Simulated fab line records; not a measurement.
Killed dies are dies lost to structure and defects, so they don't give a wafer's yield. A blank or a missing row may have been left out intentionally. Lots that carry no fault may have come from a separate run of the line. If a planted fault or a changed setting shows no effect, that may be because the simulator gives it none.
fab line records | flow sky130
record lots=10 | wafers=30 | lastDay=50
route steps=708 shown SD_P@327 RES_XHIGH@360 LI_CONTACT@374 METAL5@663
lots that met no fault: from a run of the same line without faults
startH: hours from the record's opening day to when the first of the lot's shown wafers began | waitH: hours elapsed since this lot's preceding step | " as in the row above | L1.1+2: a single row standing in for several wafers | - value missing, or start not given | * or withheld: withheld | < > ~ a bound
route shown NAME@n: names a module that has steps shown in the file, with the first one's number in the route | usual: average and standard deviation across the fault-free wafers | same: alike in all rows | chamber/n: place in a boat | sites: each site's reading | _std_site: how widely they spread, as a standard deviation | _edge_site: inner sites' mean taken away from outer sites' mean | radiusMm: for every site, how far away it sits from the centre of the wafer | mask NAME#n: copy n | behind: tool/chamber where the wafer was last shaped | hold: why the lot was held/for how many hours/how that ended | device: the transistor (n, p or np) that didn't switch | end of line: at the end of the route, the tests of the same wafers | where a step has no rows: the recipe by itself | killed: the dies lost at the first sort to structure and to defects; this is not the yield of the wafer | map: a wafer's dies, x killed, . not, _ none there
set.NAME: setting as actually run; set.NAME@STEP: the setting as run at that earlier step | model.NAME: the simulator's own value behind a step, which no gauge read
a sample of lots followed through the steps of the route, with each step as a table and each wafer as a row
services: the hour from which a tool's chamber was out of use, counted from the record's first day as startH (under 0 if before that day), plus the number of hours and why
## steps
# step SKY_SD_P_CD_MEAS_07
# recipe targetCdNm=380
# usual cdNm=379.6/2.8
lot.wafer | tool     | chamber | startH | waitH | cdNm
L893.1    | cdSem-01 | -       | 604.44 | 0.1   | 386.8
L893.2    | "        | -       | "      | "     | 384.5
L893.5    | "        | -       | "      | "     | 385.6
L894.2    | cdSem-02 | -       | 609.87 | 0.1   | 381.0
L894.3    | "        | -       | "      | "     | 380.5
L894.5    | "        | -       | "      | "     | 376.7
L903.3    | cdSem-01 | -       | 691.33 | 0.1   | 384.2
L903.4    | "        | -       | "      | "     | 384.1
L903.6    | "        | -       | "      | "     | 380.4
L905.1    | cdSem-02 | -       | 721.24 | 0.1   | 378.2
L905.2    | "        | -       | "      | "     | 381.1
L905.6    | "        | -       | "      | "     | 379.6
L907.1    | cdSem-01 | -       | 725.50 | 0.1   | 381.3
L907.2    | "        | -       | "      | "     | 381.3
L907.5    | "        | -       | "      | "     | 381.0
L906.4    | cdSem-02 | -       | 727.10 | 0.1   | 381.2
L906.5    | "        | -       | "      | "     | 382.9
L906.6    | "        | -       | "      | "     | 381.6
L909.2    | cdSem-01 | -       | 741.95 | 0.1   | 382.8
L909.4    | "        | -       | "      | "     | 385.6
L909.6    | "        | -       | "      | "     | 383.4
L911.1    | cdSem-01 | -       | 756.33 | 0.1   | 379.1
L911.2    | "        | -       | "      | "     | 380.6
L911.5    | "        | -       | "      | "     | 378.6
L912.1    | cdSem-02 | -       | 762.40 | 0.1   | 374.9
L912.2    | "        | -       | "      | "     | 376.9
L912.4    | "        | -       | "      | "     | 378.8
L913.1    | cdSem-02 | -       | 768.79 | 0.1   | 381.9
L913.3    | "        | -       | "      | "     | 383.1
L913.4    | "        | -       | "      | "     | 382.0
# step SKY_SD_N_RS_MEAS_18
# recipe thkMeasGauge=four-point-probe
# usual RES_XHIGH_RS=333.1/1.3
lot.wafer | tool         | chamber | startH | waitH | RES_XHIGH_RS[ohm/sq]
L893.1    | filmMetro-02 | -       | 663.75 | 0.1   | 334.3
L893.2    | "            | -       | "      | "     | 334.4
L893.5    | "            | -       | "      | "     | 333.2
L894.2    | filmMetro-04 | -       | 668.36 | 0.1   | 334.1
L894.3    | "            | -       | "      | "     | 335.0
L894.5    | "            | -       | "      | "     | 334.3
L903.3    | filmMetro-04 | -       | 747.40 | 0.1   | 334.4
L903.4    | "            | -       | "      | "     | 334.0
L903.6    | "            | -       | "      | "     | 332.8
L905.1    | filmMetro-04 | -       | 775.76 | 0.1   | 333.8
L905.2    | "            | -       | "      | "     | 333.8
L905.6    | "            | -       | "      | "     | 334.3
L907.1    | filmMetro-03 | -       | 779.84 | 0.1   | 332.1
L907.2    | "            | -       | "      | "     | 333.6
L907.5    | "            | -       | "      | "     | 333.2
L906.4    | filmMetro-02 | -       | 782.86 | 0.1   | 332.2
L906.5    | "            | -       | "      | "     | 332.6
L906.6    | "            | -       | "      | "     | 331.0
L909.2    | filmMetro-02 | -       | 797.37 | 0.1   | 334.8
L909.4    | "            | -       | "      | "     | 334.9
L909.6    | "            | -       | "      | "     | 335.3
L911.1    | filmMetro-03 | -       | 810.18 | 0.1   | 333.2
L911.2    | "            | -       | "      | "     | 333.2
L911.5    | "            | -       | "      | "     | 334.7
L912.1    | filmMetro-04 | -       | 816.68 | 0.1   | 334.8
L912.2    | "            | -       | "      | "     | 336.7
L912.4    | "            | -       | "      | "     | 334.3
L913.1    | filmMetro-04 | -       | 821.97 | 0.1   | 333.0
L913.3    | "            | -       | "      | "     | 334.0
L913.4    | "            | -       | "      | "     | 334.1
# step SKY_LI_CONTACT_CD_MEAS_12
# recipe targetCdNm=170
# usual cdNm=169.7/1.6
lot.wafer | tool     | chamber | startH | waitH | cdNm
L893.1    | cdSem-02 | -       | 692.53 | -     | 172.0
L893.2    | "        | -       | "      | "     | 173.4
L893.5    | "        | -       | "      | "     | 172.6
L894.2    | cdSem-01 | -       | 697.04 | -     | 170.3
L894.3    | "        | -       | "      | "     | 171.3
L894.5    | "        | -       | "      | "     | 169.5
L903.3    | cdSem-01 | -       | 775.86 | -     | 167.0
L903.4    | "        | -       | "      | "     | 166.7
L903.6    | "        | -       | "      | "     | 167.2
L905.1    | cdSem-01 | -       | 802.57 | -     | 169.8
L905.2    | "        | -       | "      | "     | 169.2
L905.6    | "        | -       | "      | "     | 168.7
L907.1    | cdSem-01 | -       | 807.32 | -     | 171.0
L907.2    | "        | -       | "      | "     | 171.4
L907.5    | "        | -       | "      | "     | 172.5
L906.4    | cdSem-02 | -       | 809.58 | -     | 167.7
L906.5    | "        | -       | "      | "     | 167.8
L906.6    | "        | -       | "      | "     | 168.9
L909.2    | cdSem-01 | -       | 824.66 | -     | 170.4
L909.4    | "        | -       | "      | "     | 167.9
L909.6    | "        | -       | "      | "     | 171.5
L911.1    | cdSem-01 | -       | 837.89 | -     | 169.8
L911.2    | "        | -       | "      | "     | 169.6
L911.5    | "        | -       | "      | "     | 171.2
L912.1    | cdSem-02 | -       | 843.03 | -     | 170.5
L912.2    | "        | -       | "      | "     | 169.7
L912.4    | "        | -       | "      | "     | 169.3
L913.1    | cdSem-01 | -       | 848.27 | -     | 171.3
L913.3    | "        | -       | "      | "     | 171.0
L913.4    | "        | -       | "      | "     | 170.5
# step SKY_METAL5_SPUTTER_02
# recipe material=AlCu | targetThkNm=1150 | powerW=10600 | timeS=61.2 | chamberPressurePa=0.4
# usual throttleValvePct=30.4/1.3
# same timeS=61.2
lot.wafer | tool          | chamber | startH  | waitH | throttleValvePct
L893.1    | pvdSputter-01 | -       | 1022.67 | 0.0   | 30.2
L893.2    | "             | -       | "       | "     | 28.9
L893.5    | "             | -       | "       | "     | 28.6
L894.2    | pvdSputter-03 | -       | 1023.77 | 0.0   | 30.7
L894.3    | "             | -       | "       | "     | 29.6
L894.5    | "             | -       | "       | "     | 29.5
L903.3    | pvdSputter-03 | -       | 1083.46 | 0.0   | 29.7
L903.4    | "             | -       | "       | "     | 32.4
L903.6    | "             | -       | "       | "     | 32.3
L905.1    | pvdSputter-03 | -       | 1106.27 | 0.0   | 29.5
L905.2    | "             | -       | "       | "     | 32.5
L905.6    | "             | -       | "       | "     | 32.6
L907.1    | pvdSputter-03 | -       | 1112.46 | 0.0   | 32.5
L907.2    | "             | -       | "       | "     | 28.7
L907.5    | "             | -       | "       | "     | 30.8
L906.4    | pvdSputter-01 | -       | 1114.17 | 0.0   | 29.8
L906.5    | "             | -       | "       | "     | 29.8
L906.6    | "             | -       | "       | "     | 28.6
L909.2    | pvdSputter-04 | -       | 1123.52 | 0.0   | 31.1
L909.4    | "             | -       | "       | "     | 32.4
L909.6    | "             | -       | "       | "     | 30.6
L911.1    | pvdSputter-03 | -       | 1135.36 | 0.0   | 28.7
L911.2    | "             | -       | "       | "     | 32.3
L911.5    | "             | -       | "       | "     | 28.6
L912.1    | pvdSputter-03 | -       | 1138.34 | 0.0   | 32.5
L912.2    | "             | -       | "       | "     | 28.5
L912.4    | "             | -       | "       | "     | 29.3
L913.1    | pvdSputter-01 | -       | 1142.47 | 0.0   | 30.1
L913.3    | "             | -       | "       | "     | 30.2
L913.4    | "             | -       | "       | "     | 28.7
# step SKY_METAL5_RS_MEAS_05
# recipe thkMeasGauge=four-point-probe | reads=TiN_of_METAL5_SPUTTER_04+Ti_of_METAL5_SPUTTER_03+AlCu_of_METAL5_SPUTTER_02+TiN_of_METAL5_SPUTTER_01+Ti_of_METAL5_SPUTTER_00
# usual METAL5_ALCU_RS=0.02713/0.00026
lot.wafer | tool         | chamber | startH  | waitH | METAL5_ALCU_RS[ohm/sq]
L893.1    | filmMetro-02 | -       | 1022.79 | 0.0   | 0.02723
L893.2    | "            | -       | "       | "     | 0.02676
L893.5    | "            | -       | "       | "     | 0.02708
L894.2    | filmMetro-04 | -       | 1023.90 | 0.0   | 0.02693
L894.3    | "            | -       | "       | "     | 0.02715
L894.5    | "            | -       | "       | "     | 0.02713
L903.3    | filmMetro-04 | -       | 1083.62 | 0.1   | 0.02745
L903.4    | "            | -       | "       | "     | 0.02745
L903.6    | "            | -       | "       | "     | 0.02758
L905.1    | filmMetro-04 | -       | 1106.39 | 0.0   | 0.02749
L905.2    | "            | -       | "       | "     | 0.02747
L905.6    | "            | -       | "       | "     | 0.02752
L907.1    | filmMetro-04 | -       | 1112.58 | 0.0   | 0.02744
L907.2    | "            | -       | "       | "     | 0.0332
L907.5    | "            | -       | "       | "     | 0.02727
L906.4    | filmMetro-02 | -       | 1114.35 | 0.1   | 0.02711
L906.5    | "            | -       | "       | "     | 0.02677
L906.6    | "            | -       | "       | "     | 0.02677
L909.2    | filmMetro-02 | -       | 1123.66 | 0.0   | 0.02719
L909.4    | "            | -       | "       | "     | 0.02703
L909.6    | "            | -       | "       | "     | 0.02722
L911.1    | filmMetro-01 | -       | 1135.47 | 0.0   | 0.03244
L911.2    | "            | -       | "       | "     | 0.02695
L911.5    | "            | -       | "       | "     | 0.03233
L912.1    | filmMetro-02 | -       | 1138.46 | 0.0   | 0.02748
L912.2    | "            | -       | "       | "     | 0.03332
L912.4    | "            | -       | "       | "     | 0.02733
L913.1    | filmMetro-02 | -       | 1142.59 | 0.0   | 0.02699
L913.3    | "            | -       | "       | "     | 0.02726
L913.4    | "            | -       | "       | "     | 0.02705
# step SKY_METAL5_THK_MEAS_06
# recipe thkMeasGauge=xrf | reads=AlCu_of_METAL5_SPUTTER_02
# usual METAL5_ALCU_THK=1144/12
lot.wafer | tool         | chamber | startH  | waitH | METAL5_ALCU_THK[nm]
L893.1    | filmMetro-02 | -       | 1022.91 | 0.1   | 1128
L893.2    | "            | -       | "       | "     | 1149
L893.5    | "            | -       | "       | "     | 1143
L894.2    | filmMetro-04 | -       | 1024.01 | 0.1   | 1152
L894.3    | "            | -       | "       | "     | 1149
L894.5    | "            | -       | "       | "     | 1138
L903.3    | filmMetro-04 | -       | 1083.72 | 0.1   | 1136
L903.4    | "            | -       | "       | "     | 1137
L903.6    | "            | -       | "       | "     | 1128
L905.1    | filmMetro-04 | -       | 1106.51 | 0.1   | 1138
L905.2    | "            | -       | "       | "     | 1142
L905.6    | "            | -       | "       | "     | 1140
L907.1    | filmMetro-04 | -       | 1112.70 | 0.1   | 1144
L907.2    | "            | -       | "       | "     | 980
L907.5    | "            | -       | "       | "     | 1146
L906.4    | filmMetro-02 | -       | 1114.44 | 0.1   | 1135
L906.5    | "            | -       | "       | "     | 1148
L906.6    | "            | -       | "       | "     | 1147
L909.2    | filmMetro-02 | -       | 1123.77 | 0.1   | 1140
L909.4    | "            | -       | "       | "     | 1140
L909.6    | "            | -       | "       | "     | 1136
L911.1    | filmMetro-01 | -       | 1135.59 | 0.1   | 997
L911.2    | "            | -       | "       | "     | 1142
L911.5    | "            | -       | "       | "     | 996
L912.1    | filmMetro-02 | -       | 1138.58 | 0.1   | 1133
L912.2    | "            | -       | "       | "     | 965
L912.4    | "            | -       | "       | "     | 1132
L913.1    | filmMetro-02 | -       | 1142.71 | 0.1   | 1152
L913.3    | "            | -       | "       | "     | 1130
L913.4    | "            | -       | "       | "     | 1147
# step SKY_METAL5_METAL_ETCH_15
# recipe targetDepthA=12600 | stopOn=SiO2 | overEtchFrac=0.2 | timeS=252 | chemistry=Cl2/BCl3 | resistSidewallDeg=86 | pressureMtorr=10 | icpW=900 | biasW=48.5 | Cl2_flow_sccm=60 | bcl3FlowSccm=30
# usual drypumpMotorCurrentA=5.8/0.41 | oesProductAu=0.894/0.005 | throttleValvePct=22.264/0.0088
# same timeS=252
lot.wafer | tool        | chamber | startH  | waitH | drypumpMotorCurrentA | oesProductAu | rfHoursCounterH | throttleValvePct
L893.1    | rieMetal-04 | 0       | 1044.82 | 0.0   | 5.4                  | 0.885        | 15              | 22.281
L893.2    | "           | 1       | "       | "     | 5.8                  | 0.888        | 16              | 22.267
L893.5    | "           | 0       | "       | "     | 5.3                  | 0.894        | -               | 22.276
L894.2    | rieMetal-02 | 0       | 1046.44 | 0.0   | 5.8                  | 0.888        | 21              | 22.284
L894.3    | "           | 0       | "       | "     | 5.8                  | 0.894        | -               | 22.263
L894.5    | "           | 0       | "       | "     | 5.8                  | 0.895        | -               | 22.261
L903.3    | rieMetal-03 | 0       | 1103.22 | 0.1   | 6.3                  | 0.900        | -               | 22.281
L903.4    | "           | 1       | "       | "     | 5.6                  | 0.897        | -               | 22.263
L903.6    | "           | 0       | "       | "     | 6.3                  | 0.894        | -               | 22.274
L905.1    | rieMetal-04 | 0       | 1125.23 | 0.0   | 5.4                  | 0.889        | 21              | 22.267
L905.2    | "           | 1       | "       | "     | 5.8                  | 0.901        | 22              | 22.276
L905.6    | "           | 0       | "       | "     | 5.4                  | 0.891        | -               | 22.265
L907.1    | rieMetal-03 | 0       | 1131.02 | 0.0   | 6.3                  | 0.892        | 9               | 22.263
L907.2    | "           | 1       | "       | "     | 5.5                  | 0.821        | 10              | 22.266
L907.5    | "           | 1       | "       | "     | 5.6                  | 0.898        | -               | 22.250
L906.4    | rieMetal-02 | 0       | 1133.77 | 0.1   | 5.8                  | 0.892        | -               | 22.256
L906.5    | "           | 1       | "       | "     | 6.6                  | 0.886        | -               | 22.274
L906.6    | "           | 0       | "       | "     | 5.8                  | 0.893        | -               | 22.258
L909.2    | rieMetal-04 | 1       | 1142.68 | 0.0   | 5.9                  | 0.895        | 24              | 22.259
L909.4    | "           | 1       | "       | "     | 5.9                  | 0.890        | -               | 22.256
L909.6    | "           | 0       | "       | "     | 5.4                  | 0.889        | -               | 22.267
L911.1    | rieMetal-03 | 1       | 1153.87 | 0.0   | 5.5                  | 0.836        | 12              | 22.266
L911.2    | "           | 0       | "       | "     | 6.3                  | 0.902        | 11              | 22.260
L911.5    | "           | 0       | "       | "     | 6.3                  | 0.829        | -               | 22.256
L912.1    | rieMetal-03 | 1       | 1156.79 | 0.0   | 5.6                  | 0.891        | 12              | 22.260
L912.2    | "           | 0       | "       | "     | 6.3                  | 0.830        | 11              | 22.252
L912.4    | "           | 0       | "       | "     | 6.3                  | 0.888        | -               | 22.291
L913.1    | rieMetal-02 | 1       | 1160.52 | 0.0   | 6.6                  | 0.892        | 23              | 22.281
L913.3    | "           | 1       | "       | "     | 6.6                  | 0.892        | -               | 22.261
L913.4    | "           | 0       | "       | "     | 5.8                  | 0.905        | -               | 22.258
## services
tool          | chamber | startH  | hours | kind
rieMetal-04   | 0       | 1010.45 | 2.2   | repair
pvdSputter-04 | -       | 1015.63 | 4.8   | repair
pvdSputter-04 | 1       | 1039.09 | -     | consumableReplace:kit
pvdSputter-03 | 3       | 1048.52 | -     | consumableReplace:kit
pvdSputter-03 | 3       | 1048.52 | 18.0  | scheduledDown
pvdSputter-03 | 3       | 1048.52 | 18.0  | ventCycle
pvdSputter-01 | -       | 1062.36 | 1.0   | repair
pvdSputter-04 | -       | 1067.57 | 9.5   | repair
rieMetal-02   | -       | 1082.17 | 2.8   | pm
pvdSputter-03 | -       | 1088.91 | 2.6   | repair
pvdSputter-01 | 0       | 1092.58 | -     | consumableReplace:kit
pvdSputter-01 | 0       | 1092.58 | 18.0  | scheduledDown
pvdSputter-01 | 0       | 1092.58 | 18.0  | ventCycle
pvdSputter-04 | -       | 1095.05 | 11.3  | repair
pvdSputter-01 | -       | 1107.99 | 2.4   | repair
pvdSputter-03 | -       | 1116.29 | 2.1   | repair
pvdSputter-03 | 2       | 1118.54 | -     | consumableReplace:kit
pvdSputter-03 | 2       | 1118.54 | 18.0  | scheduledDown
pvdSputter-03 | 2       | 1118.54 | 18.0  | ventCycle
pvdSputter-04 | -       | 1141.89 | 13.0  | repair
pvdSputter-01 | 3       | 1143.28 | -     | consumableReplace:kit
pvdSputter-01 | 3       | 1143.28 | 18.0  | scheduledDown
pvdSputter-01 | 3       | 1143.28 | 18.0  | ventCycle
pvdSputter-03 | -       | 1154.99 | 3.0   | repair
## key
firstSign step=SKY_METAL5_RS_MEAS_05 | reading=METAL5_ALCU_RS | direction=up | sigmas=22 | usual=0.02713 | struck=0.03283
effect step=SKY_METAL5_THK_MEAS_06 | reading=METAL5_ALCU_THK | direction=down | sigmas=14 | usual=1144 | struck=984
effect step=SKY_METAL5_METAL_ETCH_15 | reading=oesProductAu | direction=down | sigmas=13 | usual=0.894 | struck=0.829
metAt SKY_METAL5_SPUTTER_02
struckLots L907,L911,L912
struckWafers L907.2,L911.1,L911.5,L912.2
notActingAt SKY_SD_P_CD_MEAS_07,SKY_SD_N_RS_MEAS_18,SKY_LI_CONTACT_CD_MEAS_12
fault kind=siteProfileDrift | tool=pvdSputter-03 | chamber=- | onsetH=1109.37 | steps=SKY_METAL5_SPUTTER_02 | basis=fraction | maxAbsDrift=0.32682 | slopeSharePerHr=72.628 | sitePattern=0,0,0,0,0,-1,-1,-1,-1 | scope=struckWafersOnly
